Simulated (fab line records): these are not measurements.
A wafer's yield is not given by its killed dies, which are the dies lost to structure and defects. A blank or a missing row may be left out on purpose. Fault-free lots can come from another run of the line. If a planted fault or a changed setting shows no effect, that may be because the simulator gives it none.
fab line records	flow sky130
[record] lots = 7	wafers = 21	lastDay = 50
route steps=708 shown SD_N@344 SD_P@359 RES_XHIGH@360 PAD_OPEN@708
lots that met no fault: from a run of the same line without faults
startH: start of the lot's first displayed wafer, in hours after the record's first day	waitH: hours since the lot's step before	" repeats the value in the row above	L1.1+2: one row covering several wafers at once	- value missing, or start not given	* or withheld: withheld	< > ~ a bound
route shown NAME@n: a module of which the file shows steps, and the number in the route of the first	usual: mean and standard deviation over wafers with no fault	same: alike in all rows	chamber/n: place in a boat	sites: each site's reading	_std_site: standard deviation of those values	_edge_site: mean of outer sites minus mean of inner sites	radiusMm: how far each site lies from the wafer's centre	mask NAME#n: copy n	behind: tool/chamber where the wafer was last shaped	hold: the reason the lot was held/the length of the hold in hours/how it ended	device: whichever transistor did not switch (one of n, p or np)	end of line: the tests these same wafers got at the end of their route	step lacking rows: just its recipe	killed: count of dies lost to structure and defects at first sort (not the wafer's yield)	map: per-die view of a wafer (x killed, . not killed, _ where there is no die)
set.NAME: the setting the step ran with; set.NAME@STEP: the setting that earlier step ran with	model.NAME: the simulator's own value behind a step, which no gauge read
lots at selected steps of the route; one table per step, one row per wafer
services: a tool's chamber out of use, with start hour (startH, from the record's first day; less than 0 if before it), hours out, and reason
[[steps]]
[step SKY_SD_N_COAT_02]
[recipe] resist = NOVOLAK	spinRpm = 3000	resistThkNm = 1140
[step SKY_SD_N_SOFTBAKE_03]
[recipe] tempC = 90	timeS = 60	resist = NOVOLAK
[step SKY_SD_N_EXPOSE_04]
[recipe] maskId = NSDM	na = 0.6	sourceShape = conventional	sigmaOuter = 0.6	polarization = unpolarized	targetCdNm = 380	doseMj = 141
[step SKY_SD_N_PEB_05]
[recipe] tempC = withheld	timeS = *	resist = NOVOLAK
[step SKY_SD_N_DEVELOP_06]
[recipe] resist = NOVOLAK	developer = TMAH	developTimeS = 60	devTempC = 23
[step SKY_SD_N_CD_MEAS_07]
[recipe] targetCdNm = 380
[usual] cdNm = 380.2/2.1
lot.wafer	tool	chamber	startH	waitH	cdNm
L507.4	cdSem-01	-	656.34	0.1	380.1
L507.5	"	-	"	"	378.6
L507.6	"	-	"	"	381.3
L513.1	cdSem-01	-	719.26	0.1	381.9
L513.2	"	-	"	"	382.8
L513.6	"	-	"	"	384.5
L520.3	cdSem-02	-	769.04	0.2	381.6
L520.5	"	-	"	"	380.5
L520.6	"	-	"	"	382.5
L521.1	cdSem-01	-	773.61	0.1	382.9
L521.5	"	-	"	"	382.2
L521.6	"	-	"	"	382.1
L522.1	cdSem-02	-	775.26	0.1	381.5
L522.3	"	-	"	"	378.3
L522.5	"	-	"	"	379.6
L524.2	cdSem-01	-	780.28	0.1	377.8
L524.3	"	-	"	"	380.1
L524.4	"	-	"	"	376.8
L528.3	cdSem-02	-	814.85	0.1	377.9
L528.5	"	-	"	"	381.3
L528.6	"	-	"	"	379.9
[step SKY_SD_N_OVL_MEAS_08]
[usual] SD_N_OVL = 0.1/1.5
lot.wafer	tool	chamber	startH	waitH	SD_N_OVL[nm]
L507.4	overlay-02	-	656.42	0.1	0.9
L507.5	"	-	"	"	3.1
L507.6	"	-	"	"	-1.6
L513.1	overlay-01	-	719.38	0.1	-0.1
L513.2	"	-	"	"	2.9
L513.6	"	-	"	"	-2.5
L520.3	overlay-01	-	769.14	0.1	0.5
L520.5	"	-	"	"	0.4
L520.6	"	-	"	"	-0.2
L521.1	overlay-02	-	773.73	0.1	-0.3
L521.5	"	-	"	"	-0.9
L521.6	"	-	"	"	0.5
L522.1	overlay-01	-	775.38	0.1	-0.1
L522.3	"	-	"	"	0.0
L522.5	"	-	"	"	0.8
L524.2	overlay-02	-	780.39	0.1	1.9
L524.3	"	-	"	"	3.1
L524.4	"	-	"	"	2.4
L528.3	overlay-01	-	814.95	0.1	-1.0
L528.5	"	-	"	"	-1.9
L528.6	"	-	"	"	-1.0
[step SKY_SD_N_IMPLANT_09]
[recipe] species = As	energyKev = 50	doseCm2 = 4e+15	tiltDeg = 0
[step SKY_SD_N_IMPLANT_10]
[recipe] species = P	energyKev = 20	doseCm2 = 1e+14	tiltDeg = 0
[step SKY_SD_N_STRIP_11]
[recipe] chemistry = O2/N2	powerW = 1400	pressureMtorr = 1500	platenTempC = withheld	o2FlowSccm = 3000	n2FlowSccm = 300	overashFraction = 0.5
[usual] drypumpMotorCurrentA = 5.5/0.36	oesProductAu = 0.527/0.0044	stripTimeToEndpointS = 22.54/0.043
lot.wafer	tool	chamber	startH	waitH	drypumpMotorCurrentA	oesProductAu	rfHoursCounterH	stripTimeToEndpointS
L507.4	plasmaAsher-02	0	656.77	0.1	6.3	0.519	-	22.57
L507.5	"	1	"	"	5.4	0.530	-	22.59
L507.6	"	0	"	"	6.4	0.528	-	22.59
L513.1	plasmaAsher-01	1	719.72	0.1	5.3	0.530	61	22.56
L513.2	"	0	"	"	5.4	0.535	61	22.56
L513.6	"	0	"	"	5.4	0.524	-	22.60
L520.3	plasmaAsher-03	0	769.49	0.1	5.2	0.531	-	22.60
L520.5	"	1	"	"	5.4	0.529	-	22.56
L520.6	"	0	"	"	5.3	0.532	-	22.50
L521.1	plasmaAsher-01	1	774.07	0.1	5.3	0.526	66	22.56
L521.5	"	1	"	"	5.3	0.532	-	22.56
L521.6	"	0	"	"	5.3	0.528	-	22.56
L522.1	plasmaAsher-02	1	775.72	0.1	5.4	0.533	3	22.53
L522.3	"	1	"	"	5.4	0.528	-	22.53
L522.5	"	1	"	"	5.4	0.527	-	22.54
L524.2	plasmaAsher-02	0	780.72	0.1	6.3	0.532	4	22.51
L524.3	"	0	"	"	6.3	0.521	-	22.55
L524.4	"	1	"	"	5.4	0.526	-	22.53
L528.3	plasmaAsher-02	0	815.30	0.1	6.3	0.531	-	22.55
L528.5	"	1	"	"	5.4	0.528	-	22.52
L528.6	"	0	"	"	6.4	0.521	-	22.51
[step SKY_SD_N_TW_MEAS_12]
[usual] SD_N_TW = 3922/24
lot.wafer	tool	chamber	startH	waitH	SD_N_TW
L507.4	filmMetro-02	-	656.87	0.1	3924
L507.5	"	-	"	"	3931
L507.6	"	-	"	"	3916
L513.1	filmMetro-04	-	719.82	0.1	3926
L513.2	"	-	"	"	3950
L513.6	"	-	"	"	3952
L520.3	filmMetro-01	-	769.58	0.1	3911
L520.5	"	-	"	"	3906
L520.6	"	-	"	"	3919
L521.1	filmMetro-01	-	774.17	0.1	3879
L521.5	"	-	"	"	3874
L521.6	"	-	"	"	3898
L522.1	filmMetro-01	-	775.82	0.1	3898
L522.3	"	-	"	"	3894
L522.5	"	-	"	"	3903
L524.2	filmMetro-02	-	780.83	0.1	3936
L524.3	"	-	"	"	3942
L524.4	"	-	"	"	3931
L528.3	filmMetro-02	-	815.39	0.1	3899
L528.5	"	-	"	"	3903
L528.6	"	-	"	"	3891
[step SKY_SD_N_CLEAN_13]
[recipe] chemistry = SC1/SC2	mix = 1:4:20	tempC = 70	timeS = 150	dry = n2Spin
[step SKY_SD_N_RTA_14]
[recipe] tempC = 1075	timeS = 2	idleTempC = 650	rampUpCPerS = 150	rampDownCPerS = 90	ambient = N2
[usual] lampPowerPct = 15.73/0.05	wafer_temp_C_max = 1078.0/1.2
lot.wafer	tool	chamber	startH	waitH	lampPowerPct	wafer_temp_C_max
L507.4	rtpAnneal-02	0	656.98	0.0	15.68	1076.5
L507.5	"	0	"	"	15.64	1080.3
L507.6	"	0	"	"	15.79	1076.9
L513.1	rtpAnneal-01	0	719.93	0.0	15.83	1077.4
L513.2	"	0	"	"	15.78	1077.7
L513.6	"	0	"	"	15.76	1078.0
L520.3	rtpAnneal-02	0	769.69	0.0	14.75	1081.2
L520.5	"	0	"	"	14.61	1078.1
L520.6	"	0	"	"	14.71	1079.8
L521.1	rtpAnneal-01	0	774.29	0.0	15.73	1078.5
L521.5	"	0	"	"	15.71	1077.5
L521.6	"	0	"	"	15.68	1077.8
L522.1	rtpAnneal-02	0	775.93	0.0	14.69	1076.9
L522.3	"	0	"	"	14.70	1077.5
L522.5	"	0	"	"	14.71	1077.3
L524.2	rtpAnneal-02	0	780.93	0.0	14.69	1080.3
L524.3	"	0	"	"	14.69	1079.8
L524.4	"	0	"	"	14.66	1077.0
L528.3	rtpAnneal-01	0	815.50	0.0	15.76	1078.0
L528.5	"	0	"	"	15.73	1079.4
L528.6	"	0	"	"	15.71	1077.5
[step SKY_SD_N_RS_MEAS_16]
[recipe] thkMeasGauge = four-point-probe
[usual] SD_N_RS = 68.63/0.1
lot.wafer	tool	chamber	startH	waitH	SD_N_RS[ohm/sq]
L507.4	filmMetro-01	-	657.19	0.1	68.49
L507.5	"	-	"	"	68.54
L507.6	"	-	"	"	68.48
L513.1	filmMetro-04	-	720.11	0.1	68.54
L513.2	"	-	"	"	68.60
L513.6	"	-	"	"	68.86
L520.3	filmMetro-02	-	769.89	0.1	73.56
L520.5	"	-	"	"	73.63
L520.6	"	-	"	"	73.65
L521.1	filmMetro-02	-	774.46	0.1	68.65
L521.5	"	-	"	"	68.58
L521.6	"	-	"	"	68.64
L522.1	filmMetro-02	-	776.10	0.1	73.42
L522.3	"	-	"	"	73.40
L522.5	"	-	"	"	73.60
L524.2	filmMetro-02	-	781.12	0.1	73.47
L524.3	"	-	"	"	73.60
L524.4	"	-	"	"	73.58
L528.3	filmMetro-01	-	815.69	0.1	68.74
L528.5	"	-	"	"	68.54
L528.6	"	-	"	"	68.77
[step SKY_SD_N_RS_MEAS_17]
[recipe] thkMeasGauge = four-point-probe
[usual] SD_P_RS = 147.3/0.31
lot.wafer	tool	chamber	startH	waitH	SD_P_RS[ohm/sq]
L507.4	filmMetro-01	-	657.31	0.1	146.5
L507.5	"	-	"	"	147.4
L507.6	"	-	"	"	147.0
L513.1	filmMetro-04	-	720.23	0.1	147.3
L513.2	"	-	"	"	147.2
L513.6	"	-	"	"	147.9
L520.3	filmMetro-02	-	770.01	0.1	176.6
L520.5	"	-	"	"	176.9
L520.6	"	-	"	"	176.5
L521.1	filmMetro-02	-	774.58	0.1	146.9
L521.5	"	-	"	"	147.6
L521.6	"	-	"	"	147.1
L522.1	filmMetro-02	-	776.22	0.1	176.1
L522.3	"	-	"	"	176.3
L522.5	"	-	"	"	176.9
L524.2	filmMetro-02	-	781.24	0.1	176.4
L524.3	"	-	"	"	176.9
L524.4	"	-	"	"	177.0
L528.3	filmMetro-01	-	815.81	0.1	147.4
L528.5	"	-	"	"	147.3
L528.6	"	-	"	"	148.0
[step SKY_SD_N_RS_MEAS_18]
[recipe] thkMeasGauge = four-point-probe
[usual] RES_XHIGH_RS = 333.9/1.1
lot.wafer	tool	chamber	startH	waitH	RES_XHIGH_RS[ohm/sq]
L507.4	filmMetro-01	-	657.43	0.1	334.4
L507.5	"	-	"	"	334.8
L507.6	"	-	"	"	335.7
L513.1	filmMetro-04	-	720.35	0.1	336.3
L513.2	"	-	"	"	335.3
L513.6	"	-	"	"	333.8
L520.3	filmMetro-02	-	770.13	0.1	334.6
L520.5	"	-	"	"	336.4
L520.6	"	-	"	"	335.3
L521.1	filmMetro-02	-	774.70	0.1	334.3
L521.5	"	-	"	"	335.7
L521.6	"	-	"	"	334.3
L522.1	filmMetro-02	-	776.34	0.1	337.1
L522.3	"	-	"	"	337.9
L522.5	"	-	"	"	337.0
L524.2	filmMetro-02	-	781.36	0.1	335.7
L524.3	"	-	"	"	334.2
L524.4	"	-	"	"	334.1
L528.3	filmMetro-01	-	815.93	0.1	332.2
L528.5	"	-	"	"	332.9
L528.6	"	-	"	"	333.5
[step SKY_PAD_OPEN_PROBE_99]
[usual] killed_at_M0_to_M3 = 43/7.4	killed_at_M4_up = 3.3/2	killedAtContacts = 24/5.4	killedAtFrontEnd = 16/4.2	killedAtOther = 0.3/0.61	killedDies = 87/9.4	killedOnRim = 17/3.8	killedOpen = 47/7.3	killedShort = 40/6.7
[same] grossDies = 492	killedAtBackSide = 0
lot.wafer	tool	chamber	startH	waitH	killed_at_M0_to_M3	killed_at_M4_up	killedAtContacts	killedAtFrontEnd	killedAtOther	killedDies	killedOnRim	killedOpen	killedShort	model.etest.resXhighPo.lineOhmUm	model.etest.resXhighPo.rsOhmSq	model.etest.pfet_01v8.rOnOhmUm	model.etest.tipP.rsOhmSq	model.etest.resPdiff.lineOhmUm	model.etest.resHighPo.lineOhmUm	model.etest.liconHighPo.rcOhm	model.etest.pfetG5v0d10v5.rOnOhmUm
L507.4	prober-02	-	1083.20	0.2	55	2	26	14	0	97	18	61	36	5726	1994	2888	6954	1390	731.9	344.8	4757
L507.5	prober-02	-	1083.25	0.2	42	5	30	20	0	97	15	54	42	5796	2010	2848	6989	1387	750.2	357.6	4707
L507.6	prober-02	-	1083.30	0.2	45	0	25	15	0	85	15	38	46	5795	1991	2838	6971	1396	743.3	360.4	4729
L513.1	prober-02	-	1131.16	0.1	46	4	18	23	0	91	20	47	42	5647	1983	2978	6972	1331	725	361.7	4812
L513.2	prober-02	-	1131.21	0.1	43	0	17	16	2	78	16	39	38	5566	1953	2982	6918	1346	713	345.1	4752
L513.6	prober-02	-	1131.41	0.2	51	3	19	17	0	90	18	58	30	5485	1944	2943	6975	1358	723.8	348.7	4732
L520.3	prober-02	-	1165.88	0.2	32	0	25	15	0	72	13	44	28	8210	2874	3248	7267	1650	991.9	540.7	4912
L520.5	prober-02	-	1165.98	0.2	49	4	27	16	0	96	18	55	41	8523	2939	3256	7324	1658	1021	559.8	4924
L520.6	prober-02	-	1166.03	0.2	51	4	28	11	0	94	14	37	57	7870	2700	3193	7295	1626	960	530.8	4816
L521.1	prober-02	-	1167.03	0.1	53	2	23	23	1	102	15	59	43	5839	2053	2719	6755	1337	758.1	356.8	4768
L521.5	prober-02	-	1167.23	0.2	33	4	32	23	1	93	17	41	50	5775	2043	2761	6835	1342	738.8	348.7	4727
L521.6	prober-02	-	1167.28	0.2	39	2	24	21	0	86	23	51	35	5762	1998	2764	6754	1361	752.8	348.1	4767
L522.1	prober-02	-	1169.14	0.1	42	3	36	16	0	97	17	53	43	7658	2683	3339	7162	1668	956.1	542.2	4944
L522.3	prober-02	-	1169.24	0.2	36	3	36	32	0	107	14	65	41	7552	2694	3354	7308	1654	937.1	548.3	4995
L522.5	prober-02	-	1169.34	0.2	42	7	22	21	0	92	15	47	45	8364	2940	3332	7319	1670	994	585.8	4969
L524.2	prober-02	-	1172.60	0.1	42	3	30	16	0	91	19	47	44	7770	2689	3253	7062	1714	973	553.4	4922
L524.3	prober-02	-	1172.65	0.2	44	3	19	22	0	88	19	49	39	7811	2755	3198	7134	1695	996.2	545.5	4950
L524.4	prober-02	-	1172.70	0.2	32	4	23	16	0	75	15	36	39	7641	2687	3248	7126	1717	961.9	552.2	4905
L528.3	prober-01	-	1193.84	0.2	36	3	26	13	0	78	13	38	39	5645	1982	2863	6847	1429	746.3	370.9	4770
L528.5	prober-01	-	1193.94	0.2	30	1	21	12	0	64	11	31	33	5716	2000	2789	6821	1385	756.8	354.4	4734
L528.6	prober-01	-	1193.99	0.2	34	1	31	22	0	88	16	45	43	5705	1971	2836	6819	1415	741.6	360.6	4700
// killed by level:class
L507.4 VIA1:geometricParticle:open=14 CONTACT:geometricParticle:open=10 LI_CONTACT:geometricParticle:open=9 VIA2:geometricParticle:open=8 FIELD_ISO:geometricParticle:open=6 METAL2:geometricParticle:short=6 VIA3:geometricParticle:open=6 LI_CONTACT:geometricParticle:short=5
L507.5 CONTACT:geometricParticle:open=12 VIA1:geometricParticle:open=10 LI_CONTACT:geometricParticle:open=10 FIELD_ISO:geometricParticle:open=7 METAL2:geometricParticle:short=7 VIA2:geometricParticle:short=7 FIELD_ISO:geometricParticle:short=6 METAL1:geometricParticle:short=6
L507.6 VIA1:geometricParticle:open=9 CONTACT:geometricParticle:short=7 VIA1:geometricParticle:short=7 METAL2:geometricParticle:short=7 FIELD_ISO:geometricParticle:short=6 CONTACT:geometricParticle:open=6 LI_CONTACT:geometricParticle:open=5 LOCAL_INTERCONNECT:geometricParticle:short=5
L513.1 VIA1:geometricParticle:open=12 VIA3:geometricParticle:short=8 VIA2:geometricParticle:open=8 FIELD_ISO:geometricParticle:open=7 METAL2:geometricParticle:short=7 LOCAL_INTERCONNECT:geometricParticle:short=5 CONTACT:geometricParticle:short=5 FIELD_ISO:geometricParticle:short=4
L513.2 VIA2:geometricParticle:open=8 METAL1:geometricParticle:short=7 VIA1:geometricParticle:open=6 FIELD_ISO:geometricParticle:open=5 CONTACT:geometricParticle:open=5 LOCAL_INTERCONNECT:geometricParticle:short=5 VIA1:geometricParticle:short=5 METAL2:geometricParticle:short=5
L513.6 CONTACT:geometricParticle:open=11 VIA3:geometricParticle:open=11 VIA2:geometricParticle:open=11 VIA1:geometricParticle:open=9 FIELD_ISO:geometricParticle:open=5 VIA2:geometricParticle:short=5 VIA3:geometricParticle:short=4 POLY_GATE:geometricParticle:open=3
L520.3 CONTACT:geometricParticle:open=12 VIA1:geometricParticle:open=9 LI_CONTACT:geometricParticle:open=7 VIA2:geometricParticle:open=5 FIELD_ISO:geometricParticle:short=4 CONTACT:geometricParticle:short=4 METAL1:geometricParticle:short=4 VIA3:geometricParticle:open=4
L520.5 VIA2:geometricParticle:open=14 CONTACT:geometricParticle:open=11 CONTACT:geometricParticle:short=9 VIA1:geometricParticle:open=8 LI_CONTACT:geometricParticle:open=5 VIA1:geometricParticle:short=5 METAL2:geometricParticle:short=5 VIA3:geometricParticle:open=5
L520.6 VIA1:geometricParticle:short=9 CONTACT:geometricParticle:open=9 LOCAL_INTERCONNECT:geometricParticle:short=8 METAL1:geometricParticle:short=6 METAL2:geometricParticle:short=6 VIA2:geometricParticle:short=6 VIA2:geometricParticle:open=6 LI_CONTACT:geometricParticle:open=4
L521.1 VIA1:geometricParticle:open=17 CONTACT:geometricParticle:open=11 POLY_GATE:geometricParticle:open=8 METAL3:geometricParticle:short=7 VIA1:geometricParticle:short=7 CONTACT:geometricParticle:short=6 POLY_GATE:geometricParticle:short=5 LI_CONTACT:geometricParticle:open=5
L521.5 CONTACT:geometricParticle:open=11 POLY_GATE:geometricParticle:short=9 VIA1:geometricParticle:open=8 LI_CONTACT:geometricParticle:open=7 LOCAL_INTERCONNECT:geometricParticle:short=7 METAL2:geometricParticle:short=6 FIELD_ISO:geometricParticle:short=5 CONTACT:geometricParticle:short=5
L521.6 LI_CONTACT:geometricParticle:open=12 VIA1:geometricParticle:open=10 POLY_GATE:geometricParticle:open=7 CONTACT:geometricParticle:open=6 FIELD_ISO:geometricParticle:short=5 CONTACT:geometricParticle:short=5 METAL2:geometricParticle:short=5 VIA3:geometricParticle:open=5
L522.1 CONTACT:geometricParticle:open=14 LI_CONTACT:geometricParticle:open=11 VIA1:geometricParticle:short=9 VIA1:geometricParticle:open=9 VIA3:geometricParticle:open=8 LOCAL_INTERCONNECT:geometricParticle:short=5 METAL1:geometricParticle:short=5 FIELD_ISO:geometricParticle:short=4
L522.3 CONTACT:geometricParticle:open=18 VIA1:geometricParticle:open=13 POLY_GATE:geometricParticle:open=10 CONTACT:geometricParticle:short=10 FIELD_ISO:geometricParticle:short=8 LI_CONTACT:geometricParticle:open=6 VIA3:geometricParticle:open=5 FIELD_ISO:geometricParticle:open=4
L522.5 VIA1:geometricParticle:open=9 METAL1:geometricParticle:short=8 LI_CONTACT:geometricParticle:open=7 CONTACT:geometricParticle:short=6 FIELD_ISO:geometricParticle:short=5 CONTACT:geometricParticle:open=5 POLY_GATE:geometricParticle:open=4 POLY_GATE:geometricParticle:short=4
L524.2 VIA1:geometricParticle:short=10 CONTACT:geometricParticle:open=8 CONTACT:geometricParticle:short=8 LI_CONTACT:geometricParticle:open=7 VIA1:geometricParticle:open=7 VIA3:geometricParticle:open=7 METAL1:geometricParticle:short=6 VIA2:geometricParticle:open=6
L524.3 FIELD_ISO:geometricParticle:short=10 LI_CONTACT:geometricParticle:open=8 VIA1:geometricParticle:short=8 FIELD_ISO:geometricParticle:open=7 VIA3:geometricParticle:open=7 METAL1:geometricParticle:short=7 CONTACT:geometricParticle:open=6 VIA2:geometricParticle:open=6
L524.4 CONTACT:geometricParticle:open=8 FIELD_ISO:geometricParticle:open=7 VIA1:geometricParticle:open=7 LOCAL_INTERCONNECT:geometricParticle:short=6 METAL2:geometricParticle:short=6 VIA1:geometricParticle:short=5 METAL1:geometricParticle:short=4 METAL4:geometricParticle:short=4
L528.3 CONTACT:geometricParticle:open=13 VIA1:geometricParticle:open=7 CONTACT:geometricParticle:short=6 METAL1:geometricParticle:short=5 METAL2:geometricParticle:short=5 FIELD_ISO:geometricParticle:short=4 LOCAL_INTERCONNECT:geometricParticle:short=4 VIA2:geometricParticle:short=4
L528.5 VIA2:geometricParticle:open=7 VIA1:geometricParticle:open=6 LOCAL_INTERCONNECT:geometricParticle:short=5 FIELD_ISO:geometricParticle:short=4 CONTACT:geometricParticle:open=4 VIA1:geometricParticle:short=4 METAL2:geometricParticle:short=4 POLY_GATE:geometricParticle:open=3
L528.6 CONTACT:geometricParticle:open=17 FIELD_ISO:geometricParticle:short=9 VIA3:geometricParticle:open=7 VIA1:geometricParticle:open=7 LOCAL_INTERCONNECT:geometricParticle:short=5 CONTACT:geometricParticle:short=5 METAL1:geometricParticle:short=5 POLY_GATE:geometricParticle:open=4
[[services]]
tool	chamber	startH	hours	kind
plasmaAsher-01	-	665.34	1.1	repair
plasmaAsher-03	-	719.11	4.5	repair
plasmaAsher-02	-	733.75	9.0	pm
plasmaAsher-02	0	733.75	9.0	ventCycle
plasmaAsher-02	1	733.75	9.0	ventCycle
plasmaAsher-02	0	742.75	-	clean
plasmaAsher-02	1	742.75	-	clean
[[key]]
[firstSign] step = SKY_SD_N_RTA_14	reading = lampPowerPct	direction = down	sigmas = 21	usual = 15.73	struck = 14.69
[effect] step = SKY_SD_N_RS_MEAS_16	reading = SD_N_RS	direction = up	sigmas = 49	usual = 68.63	struck = 73.55
[effect] step = SKY_SD_N_RS_MEAS_17	reading = SD_P_RS	direction = up	sigmas = 93	usual = 147.3	struck = 176.6
[effect] step = SKY_SD_N_RS_MEAS_18	reading = RES_XHIGH_RS	direction = up	sigmas = 1.7	usual = 333.9	struck = 335.8
[modelEffect] step = SKY_PAD_OPEN_PROBE_99	value = etest.resXhighPo.lineOhmUm	without = 5747	struck = 7933
metAt SKY_SD_N_RTA_14
struckWafers L520.3,L520.5,L520.6,L522.1,L522.3,L522.5,L524.2,L524.3,L524.4
testerLeftOut L520,L522,L524
onsetBetween 656.98 769.69
[fault] kind = processParameterDrift	tool = rtpAnneal-02	chamber = -	onsetH = 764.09	steps = SKY_SD_N_RTA_14	channel = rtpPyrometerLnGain	offset = 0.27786	shape = step	endH = 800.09
// testerLeftOut: of these lots the tester's yield and bins aren't shown, on N5 and GAA mostly nor the transistor test; their killed dies are dies lost to structure and defects alone, not to doping, threshold or leakage, so they don't give the yield
